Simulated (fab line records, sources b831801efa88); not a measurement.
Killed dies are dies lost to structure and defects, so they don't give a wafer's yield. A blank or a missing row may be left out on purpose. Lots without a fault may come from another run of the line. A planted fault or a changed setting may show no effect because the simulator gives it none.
Which tool did it? | flow sky130 | 6 lots, 18 wafers sampled, at 1 step of a route of 708

WHAT THE GAUGES READ, wafer by wafer
SKY_CONTACT_RS_MEAS_25: measures by four-point-probe.
lot  | measured     | on            | CONTACT_W_RS (ohm/sq)
L454 | day 33 00:06 | film_metro-02 | 0.335 0.325 0.338
L456 | day 34 00:01 | film_metro-02 | 0.338 0.336 0.335
L458 | day 34 18:38 | film_metro-02 | 0.331 0.331 0.329
L461 | day 35 13:35 | film_metro-03 | 0.334 0.334 0.339
L464 | day 36 08:50 | film_metro-01 | 0.331 0.343 0.345
L467 | day 37 05:20 | film_metro-03 | 0.326 0.335 0.339

WHICH TOOL RAN EACH LOT (tool, then ch and the chambers of the sampled wafers, then the start)
The record holds no process step before these readings.

THE ANSWER, worked out from the rows above alone
Rule: what is usual is taken from the lots themselves. Put in order of their means at a reading, lots are off if they are a third of the lots or fewer, leave a main group of 4 or more, and stand apart from it by a gap of 3 or more times the standard deviation of the main group's means; of several such gaps the widest counts. A main group whose means are all the same, to the digits that the tables above print for the reading, isn't used. A lot without any number at a reading at which 4 lots or more have one is off too. The other lots that the step has rows for count as sound.
No lot is off at any reading shown: from this, nothing can be told.

WHAT THE SIMULATOR HAD PUT IN
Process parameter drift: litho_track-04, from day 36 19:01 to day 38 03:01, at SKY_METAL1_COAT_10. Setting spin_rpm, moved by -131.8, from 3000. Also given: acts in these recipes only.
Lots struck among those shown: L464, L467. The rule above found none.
